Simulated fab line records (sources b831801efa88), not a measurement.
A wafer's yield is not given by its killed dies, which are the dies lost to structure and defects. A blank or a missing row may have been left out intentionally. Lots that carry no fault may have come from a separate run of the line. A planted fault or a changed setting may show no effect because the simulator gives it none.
fab line records ; flow sky130
record lots=6; wafers=18; last-day=49
route steps=708 shown VIA2@510
lots untouched by any fault: they come from a run of this same line in which no faults occurred
start-h: start of the lot's first displayed wafer, in hours after the record's first day ; wait-h: hours since the lot's step before ; " same as the row above ; L1.1+2: several wafers, shown together as one row ; - either no value or no given start ; * or withheld: withheld ; < > ~ a bound
route shown NAME@n: NAME is a module with steps in the file, n the number in the route of the first one ; usual: mean/standard deviation of fault-free wafers ; same: alike in all rows ; chamber/n: place in a boat ; sites: each site's reading ; _std_site: their standard deviation ; _edge_site: inner sites' mean taken away from outer sites' mean ; radius-mm: for every site, how far away it sits from the centre of the wafer ; mask NAME#n: copy n ; behind: tool/chamber where the wafer was last shaped ; hold: why the lot went on hold/how many hours it stayed there/how the hold came to an end ; device: whichever transistor did not switch (one of n, p or np) ; end of line: the route-end tests of the same wafers ; step lacking rows: just its recipe ; killed: not the wafer's yield, but the dies lost to structure and defects at the first sort ; map: a wafer's dies, x killed, . not, _ none there
set.NAME: setting as actually run; set.NAME@STEP: the setting as run at that earlier step ; model.NAME: the simulator's own value behind a step, which no gauge read
a table for each step, a row for each wafer; lots at some steps of the route
services: from which hour (start-h, from the record's first day; less than 0 if before it) a tool's chamber was out of use, for how many hours, and why
## steps
# step SKY_VIA2_BOW_MEAS_03
# recipe mode=bow
# usual VIA2_BOW=86/7.6
lot.wafer;tool;chamber;start-h;wait-h;VIA2_BOW[um]
L416.3;film-metro-04;-;881.70;0.2;103
L416.5;film-metro-04;-;881.70;0.2;82
L416.6;film-metro-04;-;881.70;0.2;84
L421.1;film-metro-01;-;918.12;0.1;81
L421.3;film-metro-01;-;918.12;0.1;86
L421.4;film-metro-01;-;918.12;0.1;77
L422.1;film-metro-02;-;923.26;0.1;74
L422.2;film-metro-02;-;923.26;0.1;71
L422.3;film-metro-02;-;923.26;0.1;86
L426.1;film-metro-02;-;951.77;0.2;97
L426.3;film-metro-02;-;951.77;0.2;85
L426.5;film-metro-02;-;951.77;0.2;86
L427.1;film-metro-02;-;962.44;0.2;82
L427.3;film-metro-02;-;962.44;0.2;98
L427.5;film-metro-02;-;962.44;0.2;93
L428.1;film-metro-04;-;963.67;0.1;79
L428.4;film-metro-04;-;963.67;0.1;86
L428.6;film-metro-04;-;963.67;0.1;84
# step SKY_VIA2_DEHYDRATE_04
# recipe temp-c=200; time-s=60
# step SKY_VIA2_HMDS_05
# recipe prime-time-s=60; prime-temp-c=120
# step SKY_VIA2_COAT_06
# recipe resist=BARC; temp-c=withheld; time-s=withheld; spin-rpm=3000; resist-thk-nm=60
# step SKY_VIA2_COAT_07
# recipe resist=KrF-thick; spin-rpm=3000; resist-thk-nm=450
# step SKY_VIA2_SOFTBAKE_08
# recipe temp-c=100; time-s=90; resist=KrF-thick
# step SKY_VIA2_EXPOSE_09
# recipe mask-id=VIM2; na=0.8; source-shape=annular; sigma-inner=0.55; sigma-outer=0.85; target-cd-nm=200; dose-mj=38
# step SKY_VIA2_PEB_10
# recipe peb-temp-c=withheld; peb-time-s=withheld; resist=KrF-thick
# step SKY_VIA2_DEVELOP_11
# recipe develop-time-s=60; resist=KrF-thick; dev-temp-c=21
# step SKY_VIA2_CD_MEAS_12
# recipe target-cd-nm=200
# usual cd-nm=200.4/1.2
lot.wafer;tool;chamber;start-h;wait-h;cd-nm
L416.3;cd-sem-02;-;906.78;-;201.9
L416.5;cd-sem-02;-;906.78;-;201.6
L416.6;cd-sem-02;-;906.78;-;202.5
L421.1;cd-sem-01;-;942.86;-;199.9
L421.3;cd-sem-01;-;942.86;-;201.6
L421.4;cd-sem-01;-;942.86;-;202.3
L422.1;cd-sem-01;-;947.46;-;203.2
L422.2;cd-sem-01;-;947.46;-;203.8
L422.3;cd-sem-01;-;947.46;-;201.6
L426.1;cd-sem-02;-;974.13;-;197.3
L426.3;cd-sem-02;-;974.13;-;198.9
L426.5;cd-sem-02;-;974.13;-;200.1
L427.1;cd-sem-01;-;985.94;-;199.1
L427.3;cd-sem-01;-;985.94;-;200.1
L427.5;cd-sem-01;-;985.94;-;200.2
L428.1;cd-sem-01;-;987.41;-;198.8
L428.4;cd-sem-01;-;987.41;-;199.5
L428.6;cd-sem-01;-;987.41;-;198.5
# step SKY_VIA2_OVL_MEAS_13
# usual VIA2_OVL=-3/5.9
lot.wafer;tool;chamber;start-h;wait-h;VIA2_OVL[nm]
L416.3;overlay-02;-;906.87;0.1;-10
L416.5;overlay-02;-;906.87;0.1;-9
L416.6;overlay-02;-;906.87;0.1;-5
L421.1;overlay-01;-;942.98;0.1;-3
L421.3;overlay-01;-;942.98;0.1;0
L421.4;overlay-01;-;942.98;0.1;2
L422.1;overlay-01;-;947.58;0.1;4
L422.2;overlay-01;-;947.58;0.1;3
L422.3;overlay-01;-;947.58;0.1;7
L426.1;overlay-02;-;974.25;0.1;3
L426.3;overlay-02;-;974.25;0.1;4
L426.5;overlay-02;-;974.25;0.1;2
L427.1;overlay-01;-;986.06;0.1;-7
L427.3;overlay-01;-;986.06;0.1;-4
L427.5;overlay-01;-;986.06;0.1;-1
L428.1;overlay-01;-;987.53;0.1;1
L428.4;overlay-01;-;987.53;0.1;-5
L428.6;overlay-01;-;987.53;0.1;-1
# step SKY_VIA2_ETCH_14
# recipe chemistry=N2/H2; target=BARC; ion-energy-ev=200; source-w=500; bias-w=100; pressure-mtorr=30; n2-flow-sccm=100; h2-flow-sccm=200; stop-on=SiO2; time-s=45.9; target-depth-a=600
# usual drypump-motor-current-A=5.8/0.54; oes-product-au=0.856/0.0048; rf-fwd-power-W=494.7/2.2; throttle-valve-pct=13.224/0.0084
lot.wafer;tool;chamber;start-h;wait-h;drypump-motor-current-A;oes-product-au;rf-fwd-power-W;rf-hours-counter-h;throttle-valve-pct
L416.3;rie-diel-03;3;906.89;0.0;6.0;0.841;495.6;8;13.231
L416.5;rie-diel-03;1;906.89;0.0;6.2;0.860;492.5;-;13.207
L416.6;rie-diel-03;2;906.89;0.0;6.3;0.850;495.4;-;13.225
L421.1;rie-diel-03;3;943.01;0.0;6.0;0.861;494.2;9;13.239
L421.3;rie-diel-03;0;943.01;0.0;5.3;0.857;498.2;25;13.224
L421.4;rie-diel-03;2;943.01;0.0;6.4;0.858;497.8;17;13.229
L422.1;rie-diel-03;1;947.62;0.0;6.2;0.867;492.8;12;13.210
L422.2;rie-diel-03;2;947.62;0.0;6.4;0.855;497.6;17;13.211
L422.3;rie-diel-03;0;947.62;0.0;5.3;0.857;495.2;25;13.207
L426.1;rie-diel-04;3;974.28;0.0;4.8;0.852;493.0;14;13.231
L426.3;rie-diel-04;1;974.28;0.0;6.4;0.854;496.8;18;13.215
L426.5;rie-diel-04;1;974.28;0.0;6.4;0.853;495.5;-;13.231
L427.1;rie-diel-02;2;986.09;0.0;5.1;0.853;490.5;10;13.220
L427.3;rie-diel-02;3;986.09;0.0;5.6;0.855;495.5;23;13.223
L427.5;rie-diel-02;0;986.09;0.0;6.3;0.854;496.5;-;13.225
L428.1;rie-diel-02;0;987.56;0.0;6.3;0.850;492.8;13;13.213
L428.4;rie-diel-02;1;987.56;0.0;5.2;0.850;490.6;4;13.213
L428.6;rie-diel-02;1;987.56;0.0;5.2;0.850;492.9;-;13.213
# step SKY_VIA2_ETCH_15
# recipe target=SiO2; chemistry=C4F8/O2/Ar; target-depth-nm=546; stop-on=TiN; mask-material=KrF-thick; source-w=1500; bias-w=1200; pressure-mtorr=40; c4f8-flow-sccm=withheld; O2_flow_sccm=6; Ar_flow_sccm=300; time-s=84
# usual oes-product-au=0.939/0.0045; rf-fwd-power-W=1490/5.8
lot.wafer;tool;chamber;start-h;wait-h;oes-product-au;rf-fwd-power-W;rf-hours-counter-h;model.KrF-thick_of_VIA2_COAT_07.thk-nm
L416.3;rie-diel-03;3;906.94;0.0;0.937;1489;8;286.2
L416.5;rie-diel-03;1;906.94;0.0;0.934;1484;-;285.7
L416.6;rie-diel-03;2;906.94;0.0;0.941;1492;-;286.8
L421.1;rie-diel-03;3;943.05;0.0;0.939;1251;9;294
L421.3;rie-diel-03;0;943.05;0.0;0.937;1246;25;292.5
L421.4;rie-diel-03;2;943.05;0.0;0.937;1247;17;293.3
L422.1;rie-diel-03;1;947.66;0.0;0.933;1245;12;293.7
L422.2;rie-diel-03;2;947.66;0.0;0.926;1256;17;294.5
L422.3;rie-diel-03;0;947.66;0.0;0.936;1248;25;290.9
L426.1;rie-diel-04;3;974.33;0.0;0.944;1483;14;283
L426.3;rie-diel-04;1;974.33;0.0;0.950;1493;18;282.1
L426.5;rie-diel-04;1;974.33;0.0;0.935;1489;-;281.8
L427.1;rie-diel-02;2;986.14;0.0;0.940;1479;10;283.5
L427.3;rie-diel-02;3;986.14;0.0;0.940;1499;23;286
L427.5;rie-diel-02;0;986.14;0.0;0.936;1494;-;286.4
L428.1;rie-diel-02;0;987.60;0.0;0.937;1487;13;286
L428.4;rie-diel-02;1;987.60;0.0;0.936;1482;4;283.3
L428.6;rie-diel-02;1;987.60;0.0;0.945;1483;-;284.2
# step SKY_VIA2_STRIP_16
# recipe chemistry=O2/N2; power-w=1400; pressure-mtorr=1500; platen-temp-c=withheld; o2-flow-sccm=3000; n2-flow-sccm=300; overash-fraction=0.5
# usual drypump-motor-current-A=5.3/0.5; o2-flow-sccm=3001/9.1; oes-product-au=0.399/0.0048; strip-time-to-endpoint-s=4.059/0.025
lot.wafer;tool;chamber;start-h;wait-h;drypump-motor-current-A;o2-flow-sccm;oes-product-au;rf-hours-counter-h;strip-time-to-endpoint-s
L416.3;plasma-asher-03;0;907.03;0.1;6.1;2988;0.396;-;4.086
L416.5;plasma-asher-03;0;907.03;0.1;6.1;2994;0.396;-;4.088
L416.6;plasma-asher-03;1;907.03;0.1;5.0;3001;0.403;-;4.081
L421.1;plasma-asher-04;1;943.12;0.0;5.3;3012;0.401;51;4.168
L421.3;plasma-asher-04;0;943.12;0.0;5.5;2998;0.408;-;4.144
L421.4;plasma-asher-04;1;943.12;0.0;5.3;3013;0.410;-;4.162
L422.1;plasma-asher-03;0;947.72;0.0;6.1;2998;0.395;86;4.157
L422.2;plasma-asher-03;1;947.72;0.0;5.0;2995;0.398;86;4.154
L422.3;plasma-asher-03;1;947.72;0.0;5.0;2977;0.400;-;4.122
L426.1;plasma-asher-03;0;974.39;0.0;6.1;2994;0.397;89;4.050
L426.3;plasma-asher-03;1;974.39;0.0;5.0;2999;0.402;-;4.027
L426.5;plasma-asher-03;1;974.39;0.0;5.0;2976;0.404;-;4.020
L427.1;plasma-asher-03;0;986.20;0.0;6.2;2989;0.402;90;4.060
L427.3;plasma-asher-03;0;986.20;0.0;6.1;2988;0.397;-;4.070
L427.5;plasma-asher-03;0;986.20;0.0;6.1;2992;0.398;-;4.097
L428.1;plasma-asher-02;0;987.67;0.0;4.8;2991;0.392;112;4.073
L428.4;plasma-asher-02;0;987.67;0.0;4.8;3008;0.402;-;4.043
L428.6;plasma-asher-02;0;987.67;0.0;4.8;2999;0.393;-;4.049
# step SKY_VIA2_STRIP_17
# recipe chemistry=post-etch-residue-remover; time-s=1200; temp-c=72.5
## services
tool;chamber;start-h;hours;kind
plasma-asher-04;-;889.64;0.5;repair
rie-diel-02;1;908.29;15.2;repair
rie-diel-03;1;970.18;14.6;repair
rie-diel-04;3;976.97;8.4;repair
## key
first-sign step=SKY_VIA2_ETCH_15; reading=rf-fwd-power-W; direction=down; sigmas=42; usual=1490; struck=1249
effect step=SKY_VIA2_STRIP_16; reading=strip-time-to-endpoint-s; direction=up; sigmas=3.8; usual=*; struck=*
model-effect step=SKY_VIA2_ETCH_15; value=KrF-thick_of_VIA2_COAT_07.thk-nm; without=286; struck=293.1
met-at SKY_VIA2_ETCH_15
struck-wafers L421.1,L421.3,L421.4,L422.1,L422.2,L422.3
onset-between 906.94 943.05
fault kind=process-parameter-drift; tool=rie-diel-03; chamber=-; onset-h=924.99; steps=SKY_VIA2_ETCH_15; channel=source-w; offset=-240; shape=step; end-h=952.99; acts-in=these-recipes-only; stated=1500
